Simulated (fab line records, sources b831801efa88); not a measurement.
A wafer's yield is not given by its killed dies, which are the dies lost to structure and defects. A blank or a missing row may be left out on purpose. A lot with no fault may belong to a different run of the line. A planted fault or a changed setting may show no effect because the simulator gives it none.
The tool behind it: which one? + flow sfqLine + 14 lots (42 wafers sampled), 1 step of a 325-step route

== WHAT THE GAUGES SHOWED, per wafer ==
No reading from a measuring or inspecting step in the record can be judged against a usual standard deviation.

== WHICH TOOL RAN EACH LOT (tool, then ch and the chambers of the sampled wafers, then the start) ==
| lot  | SFQ_TRILAYER_I5_BARC_OPEN_VIA_ETCH_200 |
|------|----------------------------------------|
| L666 | rieDiel-01 ch 0,1,2, day 57 20:29      |
| L668 | rieDiel-03 ch 0,1,2, day 58 06:44      |
| L669 | rieDiel-03 ch 1,2,3, day 58 11:32      |
| L670 | rieDiel-03 ch 0,1,2, day 59 03:08      |
| L671 | rieDiel-01 ch 1,2,3, day 59 06:44      |
| L674 | rieDiel-01 ch 0,2,3, day 65 11:34      |
| L677 | rieDiel-03 ch 0,1,3, day 66 23:34      |
| L679 | rieDiel-03 ch 0,3, day 67 14:05        |
| L681 | rieDiel-04 ch 0,1,3, day 68 02:05      |
| L682 | rieDiel-01 ch 0,1,2, day 68 09:17      |
| L683 | rieDiel-04 ch 0,1,2, day 68 12:53      |
| L686 | rieDiel-04 ch 0,1,2, day 69 06:53      |
| L687 | rieDiel-04 ch 1,3, day 69 10:29        |
| L689 | rieDiel-04 ch 0,1,3, day 69 14:05      |
- SFQ_TRILAYER_I5_BARC_OPEN_VIA_ETCH_200: etches BARC in O2, target depth 125 nm, time 41.7 s.

== AS READ BY THE TOOLS THEMSELVES (means over the sampled wafers that have a number; for cases with no such wafer, the mark the record gives instead) ==
SFQ_TRILAYER_I5_BARC_OPEN_VIA_ETCH_200. Usual: drypumpMotorCurrentA 5.86 A, standard deviation 0.24; oesProductAu 0.685 a.u., standard deviation 0.0043; rfFwdPowerW 495.3 W, standard deviation 2.5.
| lot  | tool       | drypumpMotorCurrentA (A) | oesProductAu (a.u.) | rfFwdPowerW (W) | flag |
|------|------------|--------------------------|---------------------|-----------------|------|
| L666 | rieDiel-01 | 5.71                     | 0.685               | 494.3           |      |
| L668 | rieDiel-03 | 5.92                     | 0.686               | 494.9           |      |
| L669 | rieDiel-03 | 5.97                     | 0.684               | 495.7           |      |
| L670 | rieDiel-03 | 5.92                     | 0.688               | 494.5           |      |
| L671 | rieDiel-01 | 5.59                     | 0.684               | 491.2           |      |
| L674 | rieDiel-01 | 5.75                     | 0.681               | 492.3           |      |
| L677 | rieDiel-03 | 5.88                     | 0.682               | 574.7           | OFF  |
| L679 | rieDiel-03 | 6.00                     | 0.682               | 577.1           | OFF  |
| L681 | rieDiel-04 | 5.84                     | 0.683               | 500.2           |      |
| L682 | rieDiel-01 | 5.71                     | 0.686               | 494.1           |      |
| L683 | rieDiel-04 | 5.85                     | 0.683               | 497.1           |      |
| L686 | rieDiel-04 | 5.85                     | 0.682               | 496.8           |      |
| L687 | rieDiel-04 | 5.99                     | 0.684               | 495.3           |      |
| L689 | rieDiel-04 | 5.86                     | 0.685               | 498.9           |      |

== THE ANSWER, worked out from the rows above alone ==
Rule: a lot counts as off when the mean over its wafers that have a number is more than 3 standard deviations away from the usual mean. Also off: a lot with no number at a reading for which 4 or more lots have one. All remaining lots with rows at the step are treated as sound. Order of review: gauges by route order, followed by the tools' own readings, for which a lot's mean as printed above is used. At the first step where some lot is off, the reading lying furthest off is the one used; lots without a number count as furthest.
Off: L677, L679, at SFQ_TRILAYER_I5_BARC_OPEN_VIA_ETCH_200 (rfFwdPowerW).
A tool fits if, at that step or a process step before it, it ran every lot that is off, and no sound lot after the first of them. One fits: SFQ_TRILAYER_I5_BARC_OPEN_VIA_ETCH_200 on rieDiel-03. Its last sound lot is L670 (day 59 03:08), its first lot that is off L677 (day 66 23:34): a fault that began between those two fits.
The tool's own readings at SFQ_TRILAYER_I5_BARC_OPEN_VIA_ETCH_200 bear it out: on the lots that are off they differ by more than 5 times the standard deviation of the sound lots' means. rfFwdPowerW reads 575.9 W there against 495.4 W on the sound lots.

== WHAT THE SIMULATOR HAD PUT IN ==
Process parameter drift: rieDiel-03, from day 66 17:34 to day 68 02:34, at SFQ_TRILAYER_I5_BARC_OPEN_VIA_ETCH_200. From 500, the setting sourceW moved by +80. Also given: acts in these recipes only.
Shown lots that were struck: L677, L679. The rule above reached the same finding.
